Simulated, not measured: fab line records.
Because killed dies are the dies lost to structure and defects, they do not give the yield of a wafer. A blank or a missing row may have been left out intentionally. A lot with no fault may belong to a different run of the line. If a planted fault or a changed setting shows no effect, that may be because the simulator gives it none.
A struck lot beside a sound one + flow gf180mcu + 30 steps out of a route of 602
Sound: these wafers, L504.1, L504.2, L504.3. Wafers L520.1, L520.2, L520.3 were the ones struck. At the end, the cause is stated.
Each step with rows lists, per side, the tool, then ch with its chambers, then its first start. Under that, the readings that differ: sound wafers + struck wafers + difference of the means + sigmas: that difference in standard deviations of wafers without a fault.
alike: readings with means less than 2 such deviations apart, plus words and numbers identical on both sides. not compared: withheld readings, readings lacking a value on some wafer, bounds such as >300 that could conceal the same value, and numbers that have no deviation in the record and whose values overlap.
Wherever a step has rows on one side only, a row that says differs or no value, or a row with sigmas, the two part there. Numbers that have no deviation but don't overlap get no sigmas and don't part them. Lack of a reading on every wafer of one side parts them only where that side has two or more wafers.

GF_HV_LDD_THK_MEAS_57:
  sound: film-metro-01 at day 13 21:19; struck: film-metro-04 at day 19 07:55
  alike: HV_LDD_CVD_56_THK
GF_HV_LDD_ETCHBACK_58: etches Si3N4 in CH3F/O2, stops on SiO2, time 100 s, target depth 90 nm.
  sound on rie-diel-04 ch 0,1,3, day 13 21:22; struck on rie-diel-03 ch 1,2,3, day 19 07:58
  alike: bias-w, drypump-motor-current-A, oes-product-au, throttle-valve-pct
  not compared: rf-hours-counter-h
then, 7 steps without rows for these wafers: GF_NSD_DEHYDRATE_00 (time 60 s); GF_NSD_HMDS_01 (prime time 60 s); GF_NSD_COAT_02 (resist thk 1000 nm); GF_NSD_SOFTBAKE_03 (time 60 s); GF_NSD_EXPOSE_04 (exposes mask Nplus, target cd 400 nm); GF_NSD_PEB_05; GF_NSD_DEVELOP_06 (develop time 60 s).
GF_NSD_CD_MEAS_07 targets a cd of 400 nm.
  sound: cd-sem-02 at day 14 18:58; struck: cd-sem-02 at day 20 08:32
  alike: cd-nm
GF_NSD_OVL_MEAS_08:
  sound: overlay-01 at day 14 19:05; struck: overlay-01 at day 20 08:40
  alike: NSD_OVL
after that, 1 step had no rows for these wafers: GF_NSD_IMPLANT_09.
GF_NSD_IMPLANT_10:
  struck on implanter-03, day 20 08:51; sound on implanter-02 ch 0, day 14 19:16
  no value came back on the struck wafers for any of 5 readings (beam-energy-keV, beam-on-s (s) and others); on the sound wafers beam-energy-keV reads 40.008 39.999 39.995
GF_NSD_STRIP_11: strips in O2/N2.
  sound on plasma-asher-03 ch 0,1, day 14 19:25; struck on plasma-asher-03 ch 0,1, day 20 09:00
| reading                      | sound             | struck            | difference | sigmas |
|------------------------------|-------------------|-------------------|------------|--------|
| strip-time-to-endpoint-s (s) | 22.96 22.98 22.97 | 22.45 22.50 22.47 | -0.50      | -15    |
  alike: drypump-motor-current-A, heater-power-w, oes-product-au
  not compared: rf-hours-counter-h
GF_NSD_TW_MEAS_12:
  sound: film-metro-01 at day 14 19:32; struck: film-metro-02 at day 20 09:06
  alike: NSD_TW
then, 7 steps without rows for these wafers: GF_PSD_DEHYDRATE_00 (time 60 s); GF_PSD_HMDS_01 (prime time 60 s); GF_PSD_COAT_02 (resist thk 1000 nm); GF_PSD_SOFTBAKE_03 (time 60 s); GF_PSD_EXPOSE_04 (exposes mask Pplus, target cd 400 nm); GF_PSD_PEB_05; GF_PSD_DEVELOP_06 (develop time 60 s).
GF_PSD_CD_MEAS_07 targets a cd of 400 nm.
  sound: cd-sem-01 at day 15 16:43; struck: cd-sem-01 at day 21 09:14
  alike: cd-nm
GF_PSD_OVL_MEAS_08:
  sound: overlay-01 at day 15 16:50; struck: overlay-01 at day 21 09:21
  alike: PSD_OVL
after that, 1 step had no rows for these wafers: GF_PSD_IMPLANT_09.
GF_PSD_STRIP_10: strips in O2/N2.
  sound on plasma-asher-04 ch 0,1, day 15 17:01; struck on plasma-asher-04 ch 0,1, day 21 09:32
  alike: drypump-motor-current-A, heater-power-w, oes-product-au, strip-time-to-endpoint-s
  not compared: rf-hours-counter-h
GF_PSD_TW_MEAS_11:
  sound: film-metro-01 at day 15 17:07; struck: film-metro-01 at day 21 09:38
  alike: PSD_TW
then, 1 step without rows for these wafers: GF_PSD_CLEAN_12 (cleans in SC1/SC2, time 150 s).
GF_PSD_RTA_13: time 20 s.
  sound on rtp-anneal-02 ch 0, day 15 17:14; struck on rtp-anneal-01 ch 0, day 21 09:45
| reading            | sound          | struck         | difference | sigmas |
|--------------------|----------------|----------------|------------|--------|
| lamp-power-pct (%) | 27.8 27.8 27.7 | 32.0 32.0 32.0 | +4.2       | +2     |
  alike: wafer_temp_C_max
GF_PSD_RS_MEAS_14: uses a four-point probe to measure.
  sound: film-metro-03 at day 15 17:19; struck: film-metro-02 at day 21 09:50
| reading         | sound             | struck            | difference | sigmas |
|-----------------|-------------------|-------------------|------------|--------|
| NSD_RS (ohm/sq) | 46.05 46.15 46.25 | 53.16 53.10 53.08 | +6.96      | +86    |

WHERE THEY PART
Earliest at GF_NSD_IMPLANT_10; latest, in this record, at GF_PSD_RS_MEAS_14.

WHY: what had been put in by the simulator
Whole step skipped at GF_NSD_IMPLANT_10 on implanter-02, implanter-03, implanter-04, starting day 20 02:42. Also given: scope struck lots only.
